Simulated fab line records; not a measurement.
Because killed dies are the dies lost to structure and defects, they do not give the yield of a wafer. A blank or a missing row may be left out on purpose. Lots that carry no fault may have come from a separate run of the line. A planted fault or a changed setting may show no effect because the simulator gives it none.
Which tool is to blame?	flow sky130	Sampling: 14 lots, 42 wafers, 2 of 708 route steps

WHAT THE GAUGES READ, wafer by wafer
The record holds no reading of a measuring or inspecting step that can be judged against a usual standard deviation.

WHAT TOOL EACH LOT RAN ON (gives the tool, then ch and the chambers of the sampled wafers, and finally the start)
lot	SKY_CAPM_STRIP_14	SKY_PAD_OPEN_PROBE_99
L719	plasma asher-02 ch 0,1, day 37 00:59	-
L720	plasma asher-03 ch 0, day 37 15:46	-
L722	plasma asher-01 ch 0,1, day 38 09:23	-
L723	plasma asher-03 ch 0,1, day 38 21:27	-
L724	plasma asher-01 ch 0,1, day 39 01:59	-
L725	plasma asher-02 ch 0,1, day 39 14:18	-
L727	plasma asher-01 ch 1, day 40 03:52	-
L728	plasma asher-01 ch 0,1, day 40 06:06	-
L729	plasma asher-01 ch 0,1, day 40 11:37	-
L733	plasma asher-01 ch 0,1, day 41 20:57	prober-01, day 49 07:07
L739	plasma asher-03 ch 0,1, day 43 18:13	-
L740	plasma asher-02 ch 0,1, day 43 18:44	-
L741	plasma asher-02 ch 0,1, day 43 21:11	-
L742	plasma asher-03 ch 0,1, day 44 02:53	-
- SKY_CAPM_STRIP_14: strips in O2/N2.
- SKY_PAD_OPEN_PROBE_99

WHAT THE TOOLS THEMSELVES READ (means of the sampled wafers that have a number; where no wafer has one, the mark that the record gives instead)
SKY_CAPM_STRIP_14. Usual: drypump motor current A 5.8 A, standard deviation 0.45; n2 flow sccm 300.1 sccm, standard deviation 0.91; oes product au 0.710 a.u., standard deviation 0.0047; strip time to endpoint s 12.67 s, standard deviation 0.05.
lot	tool	drypump motor current A (A)	n2 flow sccm (sccm)	oes product au (a.u.)	strip time to endpoint s (s)	flag
L719	plasma asher-02	5.5	301.4	0.714	12.69	
L720	plasma asher-03	5.7	300.3	0.711	12.65	
L722	plasma asher-01	6.0	299.6	0.710	12.66	
L723	plasma asher-03	5.8	300.2	0.712	12.66	
L724	plasma asher-01	6.1	298.9	0.709	12.64	
L725	plasma asher-02	5.9	299.5	0.707	12.70	
L727	plasma asher-01	6.0	300.1	0.710	12.64	
L728	plasma asher-01	6.0	300.5	0.712	12.64	
L729	plasma asher-01	6.0	361.0	0.714	12.66	OFF
L733	plasma asher-01	6.0	360.0	0.711	12.69	OFF
L739	plasma asher-03	5.8	300.5	0.711	12.66	
L740	plasma asher-02	5.9	300.4	0.706	12.69	
L741	plasma asher-02	5.9	299.1	0.709	12.63	
L742	plasma asher-03	5.8	300.7	0.709	12.57	

SKY_PAD_OPEN_PROBE_99. Usual: defect limited yield 82.5 %, standard deviation 1.7; killed_at_M0_to_M3 43, standard deviation 6.7; killed_at_M4_up 3.2, standard deviation 1.8; killed at contacts 24, standard deviation 4.8; killed at front end 16, standard deviation 4.2; killed at other 0.3, standard deviation 0.56; killed dies 86, standard deviation 8.5; killed open 47, standard deviation 6.7; killed short 39, standard deviation 6; sort_bin_3_pad_short 0.9 %, standard deviation 0.45; sort_bin_5_function 10.3 %, standard deviation 1.6; sort_bin_6_memory 6.3 %, standard deviation 1; sort n pass 406, standard deviation 8.5; sort yield pct 82.5 %, standard deviation 1.7.
lot	tool	defect limited yield (%)	killed_at_M0_to_M3	killed_at_M4_up	killed at contacts	killed at front end	killed at other	killed dies	killed open	killed short	sort_bin_3_pad_short (%)	sort_bin_5_function (%)	sort_bin_6_memory (%)	sort n pass	sort yield pct (%)	flag
L733	prober-01	84.0	39	4.0	18	17	1.0	79	37	41	0.8	9.1	6.1	413	84.0	

THE ANSWER, worked out from the rows above alone
Rule: lot off if the mean of its wafers having a number is beyond 3 standard deviations from the usual mean. A lot without any number at a reading at which 4 lots or more have one is off too. Any other lot the step has rows for is counted as sound. Order of review: gauges by route order, followed by the tools' own readings, for which a lot's mean as printed above is used. The first step at which some lot is off is used, and at that step the reading that is off furthest; a lot without a number counts as furthest.
Off at SKY_CAPM_STRIP_14 (n2 flow sccm): L729, L733.
If a tool, at that step or one of the process steps before it, ran each lot that is off and ran no sound lot following the first of them, it fits. One fits: plasma asher-01 at SKY_CAPM_STRIP_14. A fault onset in the window from L728 (day 40 06:06, its last sound lot) to L729 (day 40 11:37, its first lot off) fits.
The tool's own readings at SKY_CAPM_STRIP_14 bear it out: on the lots that are off they differ by more than 5 times the standard deviation of the sound lots' means. n2 flow sccm reads 360.5 sccm there against 300.1 sccm on the sound lots.

WHAT THE SIMULATOR PUT IN
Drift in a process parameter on plasma asher-01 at SKY_CAPM_STRIP_14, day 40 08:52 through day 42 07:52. A move of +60 in setting n2 flow sccm, from 300. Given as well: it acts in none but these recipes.
Struck lots among those shown: L729, L733. This agrees with what the rule above found.
